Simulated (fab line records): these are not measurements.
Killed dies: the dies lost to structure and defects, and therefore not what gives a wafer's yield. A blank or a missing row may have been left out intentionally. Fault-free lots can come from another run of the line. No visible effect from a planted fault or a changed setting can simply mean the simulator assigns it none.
Which of the tools did it? -- flow gf180mcu -- Sampling: 7 lots, 21 wafers, 4 of 602 route steps

WHAT THE GAUGES READ, wafer by wafer
GF_DNWELL_TW_MEAS_09.
lot,measured,on,DNWELL_TW
L303,day 3 00:10,filmMetro-04,1366 1364 1365
L306,day 3 16:18,filmMetro-02,1355 1355 1356
L309,day 4 09:31,filmMetro-03,1346 1349 1343
L312,day 5 00:06,filmMetro-04,1344 1336 1343
L314,day 5 10:29,filmMetro-02,1350 1352 1350
L319,day 6 11:56,filmMetro-04,31 31 31 31 31 31
L325,day 7 20:56,filmMetro-03,1367 1369 1369

WHICH TOOL RAN EACH LOT (tool, then ch and the chambers of the sampled wafers, then the start)
lot,GF_STI_SOFTBAKE_08,GF_STI_ETCH_14,GF_DNWELL_EXPOSE_04
L303,"lithoTrack-04 ch 0, day 2 01:28","rieSi-01 ch 0,3, day 2 07:34","ilineStepper-01 ch 0, day 2 18:14"
L306,"lithoTrack-04 ch 0, day 2 16:38","rieSi-02 ch 0,2,3, day 2 23:05","ilineStepper-01 ch 0, day 3 10:08"
L309,"lithoTrack-01 ch 0, day 3 09:43","rieSi-02 ch 0,1,3, day 3 16:11","ilineStepper-02 ch 0, day 4 03:13"
L312,"lithoTrack-01 ch 0, day 3 22:01","rieSi-01 ch 0,1,2, day 4 04:20","ilineStepper-02 ch 0, day 4 17:20"
L314,"lithoTrack-04 ch 0, day 4 08:35","rieSi-01 ch 0,1,2, day 4 16:04","ilineStepper-02 ch 0, day 5 04:10"
L319,"lithoTrack-04 ch 0, day 5 09:46","rieSi-01 ch 1,3, day 5 16:19","ilineStepper-02, day 6 04:39"
L325,"lithoTrack-01 ch 0, day 6 16:07","rieSi-02 ch 3, day 6 23:50","ilineStepper-02 ch 0, day 7 13:21"
- GF_STI_SOFTBAKE_08: time 61.59 s.
- GF_STI_ETCH_14: etches Si in HBr/Cl2/O2, target depth 360 nm, time 102.9 s.
- GF_DNWELL_EXPOSE_04: exposes mask DNWELL, target cd 1700 nm.

THE ANSWER, worked out from the rows above alone
Rule: the usual values come from the lots themselves. The widest of any qualifying gaps counts: lots, ordered by their means at a reading, are off when they make up no more than a third of the lots, leave a main group of 4 or more, and stand apart from it by 3 or more times the standard deviation of that group's means. Not used: any main group whose means are identical at the precision the tables above print for the reading. A lot without any number at a reading at which 4 lots or more have one is off too. The other lots that the step has rows for count as sound.
Off: L319, seen at GF_DNWELL_TW_MEAS_09 (DNWELL_TW). The main group: mean 1354, standard deviation 9.8.
A tool fits if, at a process step before that reading, it ran every lot that is off, and no sound lot after the first of them. The gauges at GF_DNWELL_TW_MEAS_09 are tried like those tools. Can't be told from this: 3 tools fit, lithoTrack-04 at GF_STI_SOFTBAKE_08, rieSi-01 at GF_STI_ETCH_14, filmMetro-04 at GF_DNWELL_TW_MEAS_09.

WHAT THE SIMULATOR PUT IN
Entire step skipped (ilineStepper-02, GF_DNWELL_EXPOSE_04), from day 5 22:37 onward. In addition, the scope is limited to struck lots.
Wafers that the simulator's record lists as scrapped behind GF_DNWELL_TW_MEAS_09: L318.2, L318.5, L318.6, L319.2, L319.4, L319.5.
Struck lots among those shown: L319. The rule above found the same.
